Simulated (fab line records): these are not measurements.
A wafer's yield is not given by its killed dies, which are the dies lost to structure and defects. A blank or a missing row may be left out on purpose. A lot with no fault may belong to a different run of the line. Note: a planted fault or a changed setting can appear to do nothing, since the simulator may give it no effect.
Code-filled problem report in 8D (eight disciplines) form    flow sfq line    the parts of the form that need people (team, actions taken, sign-off) are left out

== 1. THE PROBLEM ==
Mean of oes product au at SFQ_TRILAYER_I2_VIA_BARC_OPEN_VIA_ETCH_096: 0.887 a.u. across 6 wafers in 2 lots; on wafers with no fault it is 0.686 a.u. (standard deviation 0.0046). Relative to the usual mean, that is a shift of +44 standard deviations.
The step: etches BARC in O2, target depth 125 nm, time 41.7 s.
First observed at day 29 08:52: wafer L196.2, on rie diel-01. Wafers with a number at this step in the record: 18, from 6 lots. Rule for "out" (also "out of limits"): further than 4 standard deviations from the usual mean. The rest of the wafers with a number are treated as sound.

== 2. WHAT IT IS AND WHAT IT IS NOT ==
question                     is                            is not
which readings at this step  oes product au, run length s  -
which lots                   L196, L197                    L182, L185, L198, L203
which wafers of those lots   all that have a number        -
read on which tools          rie diel-01                   rie diel-03, rie diel-04
when                         from day 29 08:52             up to then (6 sound wafers); but 6 sound wafers of L198, L203 came after

== 3. WHAT RULES OUT EACH SUSPECT ==
Counting: any tool at a process step up to the reading is kept as a suspect provided that every lot that is out went through it and no sound lot did after the first of them.
- rie diel-01 at SFQ_TRILAYER_I2_VIA_BARC_OPEN_VIA_ETCH_096 (etches BARC in O2, target depth 125 nm, time 41.7 s): kept. All lots that are out passed through it, beginning with L196 at day 29 08:52, and no sound lot followed; its final sound lot before that point was L182 at day 23 12:41. Its own readings are out on those wafers: oes product au, run length s.
Left after counting: rie diel-01 at SFQ_TRILAYER_I2_VIA_BARC_OPEN_VIA_ETCH_096.

== 4. THE CAUSE (what the simulator had put in) ==
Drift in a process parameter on rie diel-01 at SFQ_TRILAYER_I2_VIA_BARC_OPEN_VIA_ETCH_096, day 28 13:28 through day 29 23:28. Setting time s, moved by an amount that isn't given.
Only this tool survived the counting.

== 5. SEQUENCE OF EFFECTS, ordered by route ==
Each row: a reading whose mean over the struck wafers that have a number lies more than 3 standard deviations from the usual. Readings are gone through only where the record gives a usual standard deviation; hours: the median, over the lots, of the time from a lot's start at the first step in this table giving one to that lot's start at this step; sigmas: the change measured in usual standard deviations.
hours  step                                        reading         usual       on struck wafers  change  sigmas
0      SFQ_TRILAYER_I2_VIA_BARC_OPEN_VIA_ETCH_096  oes product au  0.686 a.u.  0.887             +0.201  +44
0      SFQ_TRILAYER_I2_VIA_BARC_OPEN_VIA_ETCH_096  run length s    69.8 s      58.3              -11.5   -24
The process steps in it:
- SFQ_TRILAYER_I2_VIA_BARC_OPEN_VIA_ETCH_096: etches BARC in O2, target depth 125 nm, time 41.7 s.

== 6. HOW IT WOULD HAVE BEEN CAUGHT EARLIER ==
In this record no reading fell out of limits until day 29 08:52, 19 hours after the fault had begun at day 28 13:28.
